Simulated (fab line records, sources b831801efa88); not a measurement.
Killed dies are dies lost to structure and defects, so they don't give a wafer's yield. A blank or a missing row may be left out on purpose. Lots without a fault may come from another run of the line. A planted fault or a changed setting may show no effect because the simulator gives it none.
Problem report in the 8D (eight disciplines) form, filled by code | flow gf180mcu | the parts of the form that need people (team, actions taken, sign-off) are left out

1. THE PROBLEM
V3_CVD_00_THK at GF_V3_THK_MEAS_01 reads a mean of 480 nm on 2 wafers of 2 lots; wafers without a fault read 600 nm with a standard deviation of 5.9. That is -20 standard deviations from the usual mean.
First seen on wafer L258.3, day 22 00:50, on film_metro-03. The record holds 39 wafers of 13 lots with a number at this step. Rule for "out", or "out of limits": more than 4 standard deviations from the usual mean. The other wafers with a number count as sound.

2. WHAT IT IS AND WHAT IT IS NOT
question                    | is                | is not
which readings at this step | V3_CVD_00_THK     | -
which lots                  | L258, L261        | L256, L257, L268, L269, L270, L271, L274, L275, L277, L278, L279
which wafers of those lots  | L258.3, L261.6    | L258.1, L258.5, L261.2, L261.4
read on which gauges        | film_metro-03     | film_metro-01, film_metro-02
when                        | from day 22 00:50 | up to then (8 sound wafers); but 29 sound wafers of L261, L268, L269, L270, L271, L274, L275, L277, L278, L279 came after

3. SUSPECTS, AND WHAT RULES EACH OUT
Counting: a tool at a process step up to the reading stays a suspect if it ran every lot that is out. Sound lots after the first of them don't rule it out here, since some wafers of a struck lot are sound.
- the gauge at GF_V3_THK_MEAS_01: ruled out. All the wafers that are out were read on film_metro-03, but those of them that GF_V3_CVD_00 has rows for are out there too, on other tools.
- hdpcvd-02 at GF_V3_CVD_00 (deposits SiO2, target thk 600 nm, time 100 s): kept. It ran every lot that is out, first L258 (day 22 00:45); its last sound lot up to then is L257 (day 21 20:52). Its own readings are out on those wafers: sih4_flow_sccm.
- Within hdpcvd-02 at GF_V3_CVD_00: the wafers that are out ran in chamber 1; their sound lot-mates ran in chambers 0, 2.
Left after counting: hdpcvd-02 at GF_V3_CVD_00.

4. THE CAUSE (what the simulator had put in)
Process parameter drift: hdpcvd-02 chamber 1, from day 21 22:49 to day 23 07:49, at GF_V3_CVD_00. Setting sih4_flow_sccm, moved by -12, from 60. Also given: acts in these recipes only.
Counting left only this tool.

5. THE CHAIN OF EFFECTS, in route order
Each row: a reading whose mean over the struck wafers that have a number lies more than 3 standard deviations from the usual. Only readings for which the record gives a usual standard deviation are gone through. hours: the time from each lot's start at the first step in this table that gives one to its start at this step, as a median over the lots. sigmas: the change in usual standard deviations.
hours | step              | reading        | usual      | on struck wafers | change | sigmas
0     | GF_V3_CVD_00      | sih4_flow_sccm | 60.03 sccm | 47.76            | -12.27 | -61
0     | GF_V3_THK_MEAS_01 | V3_CVD_00_THK  | 600 nm     | 480              | -120   | -20
The process steps in it:
- GF_V3_CVD_00: deposits SiO2, target thk 600 nm, time 100 s.

6. WHAT WOULD HAVE CAUGHT IT SOONER
In this record the first reading out of limits at a measuring or inspecting step was taken at day 22 00:50, 2 hours after the fault began at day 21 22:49.
The tool's own readings at GF_V3_CVD_00 were out on every struck wafer that the step has a row for (sih4_flow_sccm): an alarm limit on them would have fired on the first of those.
Of the lots that are out (2), L261 began GF_V3_CVD_00 on hdpcvd-02 after day 22 00:50. A hold on the tool at that time would have spared it.
